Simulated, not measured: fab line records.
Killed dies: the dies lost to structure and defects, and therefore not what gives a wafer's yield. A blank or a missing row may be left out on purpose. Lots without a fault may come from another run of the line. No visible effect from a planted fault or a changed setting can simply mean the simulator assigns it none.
Chamber matching | flow sky130 | SKY_CONTACT_CMP_04 on cmp-02: 4 sister chambers
The step polishes SiO2. 8 wafers are shown with their chamber, then 12 later ones without.

## EACH WAFER AND ITS CHAMBER
wafer  | chamber | motor current A (A) | time to endpoint s (s)
L082.1 | 3       | 11.8                | 79
L089.6 | 2       | 12.3                | 80
L091.1 | 1       | 11.1                | 80
L091.3 | 0       | 14.0                | 75
L091.6 | 0       | 14.0                | 75
L091.2 | 2       | 11.5                | 80
L091.4 | 3       | 10.8                | 73
L091.5 | 1       | 10.4                | 81

## WAFERS WHOSE CHAMBER IS MISSING
wafer  | motor current A (A) | time to endpoint s (s)
L092.3 | 11.2                | 81
L092.4 | 11.2                | 80
L092.6 | 14.2                | 78
L095.1 | 11.5                | 88
L095.4 | 14.4                | 82
L095.6 | 12.2                | 84
L096.3 | 14.2                | 82
L096.4 | 10.5                | 85
L096.5 | 12.0                | 83
L097.2 | 11.2                | 81
L097.3 | 10.3                | 87
L097.5 | 13.6                | 80

## CHAMBER TAKEN BY EACH
wafer  | from the rows above          | in truth
L092.3 | can't be placed: 1 or 2 or 3 | 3
L092.4 | can't be placed: 1 or 2 or 3 | 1
L092.6 | 0                            | 0
L095.1 | can't be placed: 1 or 2 or 3 | 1
L095.4 | can't be placed: 0 or 2      | 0
L095.6 | can't be placed: 2 or 1      | 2
L096.3 | can't be placed: 0 or 2      | 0
L096.4 | can't be placed: 1 or 2      | 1
L096.5 | can't be placed: 2 or 1      | 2
L097.2 | can't be placed: 1 or 2 or 3 | 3
L097.3 | can't be placed: 1 or 2      | 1
L097.5 | can't be placed: 0 or 2      | 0
1 of 12 placed correctly. Cannot be placed on the basis of these rows: 11; the candidates contain the true chamber in 11. Wrongly placed: 0.
How it was worked out, from the rows above alone: a wafer's distance from a chamber is the root of the sum, over the readings, of the square of ((its reading less the chamber's mean) divided by the reading's scatter). The wafer belongs to the nearest chamber; if the next one is less than 2 further off, it can't be placed. For every chamber, the mean is computed from those of its wafers that are shown. The scatter: the root of (the sum of the squares of (reading less its chamber's mean) over the shown wafers, divided by (wafers less chambers)).
